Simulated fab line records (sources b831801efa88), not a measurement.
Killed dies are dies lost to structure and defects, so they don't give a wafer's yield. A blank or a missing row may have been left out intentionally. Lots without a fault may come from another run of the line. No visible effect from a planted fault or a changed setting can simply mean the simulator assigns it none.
fab line records | flow sky130 | part 1 of 2: steps 1 to 41 of 42
record: lots: 7 wafers: 21 lastDay: 50
route steps=708 shown PWDE@48 NWELL@56 VT_ADJUST_HVTP@85 PAD_OPEN@708
lots with no fault: from the same line, run without faults
startH: hours from the record's opening day to when the first of the lot's shown wafers began | waitH: how many hours have passed since the lot's step before this one | " as in the row above | L1.1+2: several wafers, shown together as one row | - no value present, or no start provided | * or withheld: withheld | < > ~ a bound
route shown NAME@n: a module of which the file shows steps, and the number in the route of the first | usual: mean/standard deviation of fault-free wafers | same: alike in all rows | chamber/n: place in a boat | sites: per-site readings | _std_site: their standard deviation | _edge_site: outer sites' mean less inner sites' | radiusMm: how far each site lies from the wafer's centre | mask NAME#n: copy n | behind: the last tool/chamber to shape the wafer | hold: why the lot was held/for how many hours/how that ended | device: transistor that didn't switch, given as n, p or np | end of line: the route-end tests of the same wafers | for a step that has no rows: nothing shown but its recipe | killed: count of dies lost to structure and defects at first sort (not the wafer's yield) | map: per-die view of a wafer (x killed, . not killed, _ where there is no die)
set.NAME: the setting that was run; set.NAME@STEP: the one run at that earlier step | model.NAME: the simulator's own value behind a step, which no gauge read
certain route steps with their lots: each step a table, each wafer a row
services: when a tool's chamber went out of use (startH, in hours from the record's first day, below 0 if earlier), for how many hours, and the reason
== steps ==
step: SKY_PWDE_SOFTBAKE_03
recipe: tempC: 110 timeS: withheld
step: SKY_PWDE_EXPOSE_04
recipe: maskId: PWDEM na: 0.6 sourceShape: conventional sigmaOuter: 0.6 polarization: unpolarized targetCdNm: 840 doseMj: 214
step: SKY_PWDE_PEB_05
recipe: tempC: 115 timeS: withheld
step: SKY_PWDE_DEVELOP_06
recipe: wallAngleDeg: 90 developer: TMAH developTimeS: 60 devTempC: 23
step: SKY_PWDE_OVL_MEAS_07
usual: PWDE_OVL: 0.0/1.6
columns lot.wafer tool chamber startH waitH PWDE_OVL[nm]
L957.4 overlay-02 - 65.08 - 0.6
L957.5 " - " " 0.5
L957.6 " - " " -0.1
L958.3 overlay-01 - 73.41 - 1.0
L958.4 " - " " 1.8
L958.6 " - " " 0.4
L959.1 overlay-01 - 80.78 - 0.8
L959.3 " - " " 1.2
L959.6 " - " " 0.6
L961.1 overlay-02 - 107.87 - 2.4
L961.4 " - " " 3.1
L961.6 " - " " 1.0
L964.1 overlay-01 - 114.22 - -1.5
L964.3 " - " " -1.4
L964.6 " - " " -1.5
L967.2 overlay-01 - 122.27 - 1.2
L967.3 " - " " 0.3
L967.6 " - " " -0.1
L979.2 overlay-01 - 193.77 - -1.9
L979.5 " - " " -2.7
L979.6 " - " " -4.3
step: SKY_PWDE_IMPLANT_08
recipe: species: B energyKev: 150 doseCm2: 3.6e+12 tiltDeg: withheld
step: SKY_PWDE_STRIP_09
recipe: chemistry: O2/N2 powerW: 1400 pressureMtorr: 1500 platenTempC: withheld o2FlowSccm: 3000 n2FlowSccm: 300 overashFraction: 0.5
usual: drypumpMotorCurrentA: 5.5/0.44 oesProductAu: 0.723/0.0043 stripTimeToEndpointS: 36.91/0.12
columns lot.wafer tool chamber startH waitH drypumpMotorCurrentA oesProductAu rfHoursCounterH stripTimeToEndpointS
L957.4 plasmaAsher-02 1 65.28 0.1 5.7 0.728 - 36.90
L957.5 " 1 " " 5.7 0.719 - 36.88
L957.6 " 0 " " 5.0 0.723 - 36.97
L958.3 plasmaAsher-04 1 73.62 0.1 5.8 0.722 - 36.82
L958.4 " 0 " " 5.1 0.725 - 36.97
L958.6 " 1 " " 5.8 0.725 - 37.06
L959.1 plasmaAsher-04 0 80.96 0.1 5.1 0.715 27 36.89
L959.3 " 0 " " 5.1 0.724 - 36.73
L959.6 " 1 " " 5.8 0.723 - 36.90
L961.1 plasmaAsher-01 0 108.06 0.1 6.1 0.721 42 36.96
L961.4 " 0 " " 6.1 0.724 - 37.00
L961.6 " 1 " " 5.0 0.720 - 36.79
L964.1 plasmaAsher-04 0 114.41 0.1 5.1 0.724 30 37.00
L964.3 " 1 " " 5.8 0.720 - 37.06
L964.6 " 1 " " 5.8 0.717 - 37.03
L967.2 plasmaAsher-01 1 122.45 0.1 5.0 0.727 44 37.07
L967.3 " 0 " " 6.1 0.727 - 36.96
L967.6 " 1 " " 5.0 0.725 - 36.90
L979.2 plasmaAsher-04 1 193.95 0.1 5.8 0.731 38 36.80
L979.5 " 1 " " 5.8 0.721 - 36.89
L979.6 " 0 " " 5.1 0.719 - 36.92
step: SKY_PWDE_TW_MEAS_10
usual: PWDE_TW: 374.9/2.5
columns lot.wafer tool chamber startH waitH PWDE_TW
L957.4 filmMetro-03 - 65.38 0.1 373.9
L957.5 " - " " 375.7
L957.6 " - " " 372.0
L958.3 filmMetro-03 - 73.71 0.1 375.1
L958.4 " - " " 372.9
L958.6 " - " " 374.7
L959.1 filmMetro-03 - 81.06 0.1 372.7
L959.3 " - " " 372.8
L959.6 " - " " 373.0
L961.1 filmMetro-03 - 108.16 0.1 373.7
L961.4 " - " " 377.0
L961.6 " - " " 375.9
L964.1 filmMetro-04 - 114.51 0.1 371.0
L964.3 " - " " 372.5
L964.6 " - " " 370.1
L967.2 filmMetro-03 - 122.56 0.1 379.4
L967.3 " - " " 378.0
L967.6 " - " " 376.6
L979.2 filmMetro-03 - 194.06 0.1 375.2
L979.5 " - " " 375.1
L979.6 " - " " 375.2
step: SKY_NWELL_DEHYDRATE_03
recipe: tempC: 200 timeS: 60
step: SKY_NWELL_HMDS_04
recipe: primeTimeS: 60 primeTempC: 120
step: SKY_NWELL_COAT_05
recipe: spinRpm: 2000 resistThkNm: 3000
step: SKY_NWELL_SOFTBAKE_06
recipe: tempC: 110 timeS: withheld
step: SKY_NWELL_EXPOSE_07
recipe: maskId: NWM na: 0.6 sourceShape: conventional sigmaOuter: 0.6 polarization: unpolarized targetCdNm: 840 doseMj: 255
usual: stageVelMmS: 499.98/0.25
same: sigmaOuter: 0.6
columns lot.wafer tool chamber startH waitH mask stageVelMmS
L957.4 ilineStepper-01 0 73.56 - NWM#0 500.52
L957.5 " 0 " " NWM#0 500.38
L957.6 " 0 " " NWM#0 500.33
L958.3 ilineStepper-01 0 82.66 - NWM#0 499.60
L958.4 " 0 " " NWM#0 499.82
L958.6 " 0 " " NWM#0 499.84
L959.1 ilineStepper-02 0 89.92 - NWM#0 500.29
L959.3 " 0 " " NWM#0 500.18
L959.6 " 0 " " NWM#0 500.35
L961.1 ilineStepper-02 0 116.60 - NWM#0 499.83
L961.4 " 0 " " NWM#0 499.97
L961.6 " 0 " " NWM#0 500.03
L964.1 ilineStepper-02 0 124.88 - NWM#0 500.19
L964.3 " 0 " " NWM#0 499.98
L964.6 " 0 " " NWM#0 500.06
L967.2 ilineStepper-02 0 131.70 - NWM#0 500.07
L967.3 " 0 " " NWM#0 500.06
L967.6 " 0 " " NWM#0 500.17
L979.2 ilineStepper-01 0 205.82 - NWM#0 500.27
L979.5 " 0 " " NWM#0 500.18
L979.6 " 0 " " NWM#0 499.66
step: SKY_NWELL_PEB_08
recipe: tempC: 115 timeS: withheld
step: SKY_NWELL_DEVELOP_09
recipe: wallAngleDeg: 90 developer: TMAH developTimeS: 60 devTempC: 23
step: SKY_NWELL_OVL_MEAS_10
usual: NWELL_00_OVL: -0.2/1.3
columns lot.wafer tool chamber startH waitH NWELL_00_OVL[nm]
L957.4 overlay-02 - 81.53 - 1.5
L957.5 " - " " 2.0
L957.6 " - " " -0.3
L958.3 overlay-01 - 91.12 - 1.7
L958.4 " - " " 1.0
L958.6 " - " " -1.1
L959.1 overlay-01 - 98.81 - -1.5
L959.3 " - " " -0.7
L959.6 " - " " -0.8
L961.1 overlay-01 - 126.35 - -0.6
L961.4 " - " " 0.6
L961.6 " - " " 1.7
L964.1 overlay-01 - 134.10 - -2.2
L964.3 " - " " -2.6
L964.6 " - " " -1.5
L967.2 overlay-01 - 141.41 - -0.7
L967.3 " - " " -1.0
L967.6 " - " " -1.0
L979.2 overlay-01 - 217.07 - -3.2
L979.5 " - " " -1.0
L979.6 " - " " -2.0
step: SKY_NWELL_IMPLANT_11
recipe: species: P energyKev: 400 doseCm2: 1.9e+13 tiltDeg: withheld
step: SKY_NWELL_IMPLANT_12
recipe: species: P energyKev: 120 doseCm2: 1.3e+12 tiltDeg: withheld
step: SKY_NWELL_IMPLANT_13
recipe: species: P energyKev: 50 doseCm2: 7e+11 tiltDeg: withheld
step: SKY_NWELL_STRIP_14
recipe: chemistry: O2/N2 powerW: 1400 pressureMtorr: 1500 platenTempC: withheld o2FlowSccm: 3000 n2FlowSccm: 300 overashFraction: 0.5
usual: drypumpMotorCurrentA: 5.4/0.39 oesProductAu: 0.722/0.0047 stripTimeToEndpointS: 36.91/0.099
columns lot.wafer tool chamber startH waitH drypumpMotorCurrentA oesProductAu rfHoursCounterH stripTimeToEndpointS
L957.4 plasmaAsher-03 1 82.03 0.1 5.2 0.728 - 36.83
L957.5 " 1 " " 5.2 0.712 - 36.80
L957.6 " 0 " " 5.3 0.725 - 36.85
L958.3 plasmaAsher-03 0 91.63 0.1 5.3 0.721 - 36.96
L958.4 " 1 " " 5.3 0.723 - 36.94
L958.6 " 1 " " 5.3 0.726 - 37.03
L959.1 plasmaAsher-02 1 99.29 0.1 5.7 0.716 39 37.01
L959.3 " 1 " " 5.7 0.726 - 37.01
L959.6 " 0 " " 5.0 0.727 - 36.92
L961.1 plasmaAsher-03 0 126.84 0.1 5.3 0.728 1 36.89
L961.4 " 1 " " 5.3 0.723 - 36.95
L961.6 " 1 " " 5.3 0.728 - 36.88
L964.1 plasmaAsher-01 0 134.59 0.1 6.1 0.715 45 37.09
L964.3 " 1 " " 5.0 0.718 - 36.96
L964.6 " 1 " " 5.0 0.721 - 36.89
L967.2 plasmaAsher-01 1 141.89 0.1 5.0 0.716 46 36.86
L967.3 " 1 " " 5.0 0.720 - 36.77
L967.6 " 1 " " 5.0 0.720 - 36.85
L979.2 plasmaAsher-03 1 217.55 0.1 5.3 0.720 10 36.87
L979.5 " 0 " " 5.3 0.717 - 36.79
L979.6 " 1 " " 5.3 0.719 - 36.84
step: SKY_NWELL_TW_MEAS_15
usual: NWELL_TW: 1826/11
columns lot.wafer tool chamber startH waitH NWELL_TW
L957.4 filmMetro-03 - 82.13 0.1 1821
L957.5 " - " " 1825
L957.6 " - " " 1816
L958.3 filmMetro-03 - 91.71 0.1 1822
L958.4 " - " " 1821
L958.6 " - " " 1817
L959.1 filmMetro-03 - 99.39 0.1 1815
L959.3 " - " " 1822
L959.6 " - " " 1833
L961.1 filmMetro-03 - 126.94 0.1 1837
L961.4 " - " " 1835
L961.6 " - " " 1835
L964.1 filmMetro-04 - 134.69 0.1 1813
L964.3 " - " " 1815
L964.6 " - " " 1823
L967.2 filmMetro-01 - 142.00 0.1 1817
L967.3 " - " " 1822
L967.6 " - " " 1822
L979.2 filmMetro-01 - 217.66 0.1 1845
L979.5 " - " " 1834
L979.6 " - " " 1843
step: SKY_NWELL_DEHYDRATE_16
recipe: tempC: 200 timeS: 60
step: SKY_NWELL_HMDS_17
recipe: primeTimeS: 60 primeTempC: 120
step: SKY_NWELL_COAT_18
recipe: spinRpm: 2000 resistThkNm: 3000
step: SKY_NWELL_SOFTBAKE_19
recipe: tempC: 110 timeS: withheld
step: SKY_NWELL_EXPOSE_20
recipe: maskId: NWM_COMPLEMENT na: 0.6 sourceShape: conventional sigmaOuter: 0.6 polarization: unpolarized targetCdNm: 840 doseMj: 260
step: SKY_NWELL_PEB_21
recipe: tempC: 115 timeS: withheld
step: SKY_NWELL_DEVELOP_22
recipe: wallAngleDeg: 90 developer: TMAH developTimeS: 60 devTempC: 23
step: SKY_NWELL_OVL_MEAS_23
usual: NWELL_01_OVL: -0.3/1.6
columns lot.wafer tool chamber startH waitH NWELL_01_OVL[nm]
L957.4 overlay-02 - 99.17 - 0.9
L957.5 " - " " -0.5
L957.6 " - " " -0.9
L958.3 overlay-01 - 109.26 - -1.2
L958.4 " - " " -2.4
L958.6 " - " " -0.8
L959.1 overlay-02 - 117.56 - 2.8
L959.3 " - " " 1.9
L959.6 " - " " 0.6
L961.1 overlay-02 - 146.15 - -1.0
L961.4 " - " " -2.4
L961.6 " - " " -1.0
L964.1 overlay-02 - 155.36 - 1.1
L964.3 " - " " 0.5
L964.6 " - " " 1.2
L967.2 overlay-01 - 161.26 - -0.1
L967.3 " - " " 1.1
L967.6 " - " " 0.8
L979.2 overlay-01 - 240.41 - -1.6
L979.5 " - " " -1.8
L979.6 " - " " -0.6
step: SKY_NWELL_IMPLANT_24
recipe: species: B energyKev: 140 doseCm2: 9.2e+12 tiltDeg: withheld
step: SKY_NWELL_STRIP_25
recipe: chemistry: O2/N2 powerW: 1400 pressureMtorr: 1500 platenTempC: withheld o2FlowSccm: 3000 n2FlowSccm: 300 overashFraction: 0.5
usual: drypumpMotorCurrentA: 5.4/0.37 oesProductAu: 0.723/0.0047 stripTimeToEndpointS: 36.93/0.1
columns lot.wafer tool chamber startH waitH drypumpMotorCurrentA oesProductAu rfHoursCounterH stripTimeToEndpointS
L957.4 plasmaAsher-01 1 99.38 0.1 5.0 0.724 - 37.08
L957.5 " 0 " " 6.1 0.716 - 36.94
L957.6 " 1 " " 5.0 0.718 - 37.03
L958.3 plasmaAsher-01 0 109.47 0.1 6.1 0.732 - 36.86
L958.4 " 1 " " 5.0 0.721 - 36.87
L958.6 " 1 " " 5.0 0.723 - 36.91
L959.1 plasmaAsher-01 1 117.74 0.1 5.0 0.722 43 36.73
L959.3 " 0 " " 6.1 0.718 - 36.85
L959.6 " 0 " " 6.1 0.716 - 36.78
L961.1 plasmaAsher-03 0 146.34 0.1 5.3 0.717 3 36.86
L961.4 " 1 " " 5.2 0.726 - 36.83
L961.6 " 0 " " 5.3 0.727 - 36.92
L964.1 plasmaAsher-03 1 155.54 0.1 5.2 0.718 4 37.06
L964.3 " 0 " " 5.3 0.731 - 36.99
L964.6 " 1 " " 5.2 0.727 - 36.93
L967.2 plasmaAsher-03 1 161.44 0.1 5.2 0.720 4 37.15
L967.3 " 0 " " 5.3 0.723 - 37.09
L967.6 " 1 " " 5.2 0.722 - 37.16
L979.2 plasmaAsher-02 0 240.59 0.1 5.0 0.719 54 37.00
L979.5 " 0 " " 5.1 0.715 - 37.02
L979.6 " 1 " " 5.7 0.723 - 36.99
step: SKY_NWELL_TW_MEAS_26
usual: NWELL_2_TW: 498/3.2
columns lot.wafer tool chamber startH waitH NWELL_2_TW
L957.4 filmMetro-01 - 99.47 0.1 499
L957.5 " - " " 499
L957.6 " - " " 501
L958.3 filmMetro-03 - 109.56 0.1 499
L958.4 " - " " 497
L958.6 " - " " 499
L959.1 filmMetro-01 - 117.84 0.1 503
L959.3 " - " " 501
L959.6 " - " " 502
L961.1 filmMetro-03 - 146.44 0.1 499
L961.4 " - " " 500
L961.6 " - " " 499
L964.1 filmMetro-01 - 155.64 0.1 499
L964.3 " - " " 499
L964.6 " - " " 502
L967.2 filmMetro-03 - 161.55 0.1 498
L967.3 " - " " 499
L967.6 " - " " 499
L979.2 filmMetro-01 - 240.70 0.1 498
L979.5 " - " " 497
L979.6 " - " " 499
step: SKY_NWELL_CLEAN_27
recipe: chemistry: SC1/SC2 mix: 1:4:20 tempC: 70 timeS: 150 dry: n2Spin
step: SKY_NWELL_RTA_28
recipe: tempC: 1050 timeS: 30 idleTempC: 650 rampUpCPerS: 150 rampDownCPerS: 90 ambient: N2
usual: lampPowerPct: 25.30/0.052 rampUpCPerS: 150.00/0.027 wafer_temp_C_max: 1054.8/0.88
columns lot.wafer tool chamber startH waitH lampPowerPct rampUpCPerS wafer_temp_C_max
L957.4 rtpAnneal-02 0 99.60 0.1 25.37 150.01 1055.0
L957.5 " 0 " " 25.35 149.97 1054.2
L957.6 " 0 " " 25.33 149.98 1054.7
L958.3 rtpAnneal-02 0 109.68 0.0 25.23 150.02 1055.7
L958.4 " 0 " " 25.34 150.00 1055.1
L958.6 " 0 " " 25.27 150.02 1054.4
L959.1 rtpAnneal-01 0 117.95 0.0 25.28 150.01 1055.7
L959.3 " 0 " " 25.31 149.98 1055.1
L959.6 " 0 " " 25.35 150.01 1055.0
L961.1 rtpAnneal-01 0 146.59 0.0 25.30 149.99 1054.3
L961.4 " 0 " " 25.24 150.00 1053.8
L961.6 " 0 " " 25.30 150.01 1054.9
L964.1 rtpAnneal-01 0 155.75 0.0 25.22 150.01 1054.2
L964.3 " 0 " " 25.46 149.96 1055.6
L964.6 " 0 " " 25.20 150.04 1053.8
L967.2 rtpAnneal-02 0 161.66 0.0 25.30 149.99 1054.4
L967.3 " 0 " " 25.39 149.98 1056.1
L967.6 " 0 " " 25.21 149.98 1054.5
L979.2 rtpAnneal-02 0 240.81 0.0 25.40 150.03 1056.6
L979.5 " 0 " " 25.34 149.97 1054.5
L979.6 " 0 " " 25.28 149.98 1055.2
step: SKY_NWELL_RS_MEAS_29
recipe: thkMeasGauge: four-point-probe
usual: NWELL_RS: 625.1/1.5
columns lot.wafer tool chamber startH waitH NWELL_RS[ohm/sq]
L957.4 filmMetro-01 - 99.71 0.1 626.5
L957.5 " - " " 624.3
L957.6 " - " " 624.4
L958.3 filmMetro-03 - 109.79 0.1 624.6
L958.4 " - " " 627.5
L958.6 " - " " 623.6
L959.1 filmMetro-04 - 118.05 0.1 626.1
L959.3 " - " " 626.5
L959.6 " - " " 624.9
L961.1 filmMetro-01 - 146.69 0.1 627.4
L961.4 " - " " 628.4
L961.6 " - " " 629.4
L964.1 filmMetro-03 - 155.85 0.1 620.9
L964.3 " - " " 623.0
L964.6 " - " " 621.2
L967.2 filmMetro-04 - 161.77 0.1 625.6
L967.3 " - " " 627.2
L967.6 " - " " 625.9
L979.2 filmMetro-04 - 240.92 0.1 624.8
L979.5 " - " " 624.8
L979.6 " - " " 625.4
step: SKY_NWELL_RS_MEAS_31
recipe: thkMeasGauge: four-point-probe
usual: PWDE_RS: 5277/24
columns lot.wafer tool chamber startH waitH PWDE_RS[ohm/sq]
L957.4 filmMetro-01 - 99.95 0.1 5297
L957.5 " - " " 5289
L957.6 " - " " 5296
L958.3 filmMetro-03 - 110.03 0.1 5261
L958.4 " - " " 5243
L958.6 " - " " 5267
L959.1 filmMetro-04 - 118.29 0.1 5293
L959.3 " - " " 5263
L959.6 " - " " 5283
L961.1 filmMetro-01 - 146.93 0.1 5244
L961.4 " - " " 5256
L961.6 " - " " 5245
L964.1 filmMetro-03 - 156.09 0.1 5279
L964.3 " - " " 5276
L964.6 " - " " 5294
L967.2 filmMetro-04 - 162.01 0.1 5253
L967.3 " - " " 5262
L967.6 " - " " 5248
L979.2 filmMetro-04 - 241.16 0.1 5337
L979.5 " - " " 5330
L979.6 " - " " 5319
step: SKY_VT_ADJUST_HVTP_DEHYDRATE_00
recipe: tempC: 200 timeS: 60
step: SKY_VT_ADJUST_HVTP_HMDS_01
recipe: primeTimeS: 60 primeTempC: 120
step: SKY_VT_ADJUST_HVTP_COAT_02
recipe: resist: NOVOLAK spinRpm: 3000 resistThkNm: 1140
step: SKY_VT_ADJUST_HVTP_SOFTBAKE_03
recipe: tempC: 90 timeS: 60 resist: NOVOLAK
step: SKY_VT_ADJUST_HVTP_EXPOSE_04
recipe: maskId: HVTPM na: 0.6 sourceShape: conventional sigmaOuter: 0.6 polarization: unpolarized targetCdNm: 380 doseMj: 140
